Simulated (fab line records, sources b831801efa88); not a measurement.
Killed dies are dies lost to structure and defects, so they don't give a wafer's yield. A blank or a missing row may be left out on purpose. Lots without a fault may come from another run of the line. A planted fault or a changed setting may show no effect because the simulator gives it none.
Chamber matching | flow sky130 | SKY_POLY_GATE_ETCH_17 on rie_si-02: 4 sister chambers
The step etches poly-Si in HBr/Cl2, stops on SiO2, target depth 180 nm, time 70.5 s. 8 wafers are shown with their chamber, then 7 later ones without.

WAFERS WITH THEIR CHAMBER
wafer  | chamber | drypump_motor_current_A (A) | rf_fwd_power_W (W)
L398.4 | 2       | 5.9                         | 397.2
L398.5 | 2       | 5.8                         | 396.8
L399.2 | 1       | 5.2                         | 397.8
L400.1 | 3       | 6.3                         | 397.3
L400.2 | 0       | 5.2                         | 394.8
L400.6 | 1       | 5.2                         | 397.3
L414.1 | 0       | 5.2                         | 396.0
L414.2 | 3       | 6.3                         | 398.1

WAFERS WITHOUT THEIR CHAMBER
wafer  | drypump_motor_current_A (A) | rf_fwd_power_W (W)
L414.4 | 6.3                         | 398.7
L417.3 | 5.2                         | 397.7
L417.4 | 5.2                         | 395.0
L417.5 | 5.2                         | 397.8
L418.2 | 5.2                         | 395.9
L418.3 | 5.2                         | 397.0
L418.4 | 5.2                         | 396.2

WHICH CHAMBER EACH WENT THROUGH
wafer  | from the rows above     | in truth
L414.4 | 3                       | 3
L417.3 | 1                       | 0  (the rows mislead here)
L417.4 | 0                       | 0
L417.5 | 1                       | 1
L418.2 | 0                       | 0
L418.3 | can't be placed: 1 or 0 | 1
L418.4 | can't be placed: 0 or 1 | 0
Placed correctly: 4 of 7. Can't be placed from these rows: 2 (the true chamber is among the candidates in 2). Placed wrongly: 1.
How it was worked out, from the rows above alone: a wafer's distance from a chamber is the root of the sum, over the readings, of the square of ((its reading less the chamber's mean) divided by the reading's scatter). The wafer belongs to the nearest chamber; if the next one is less than 2 further off, it can't be placed. A chamber's mean is the mean of its shown wafers. The scatter: the root of (the sum of the squares of (reading less its chamber's mean) over the shown wafers, divided by (wafers less chambers)).
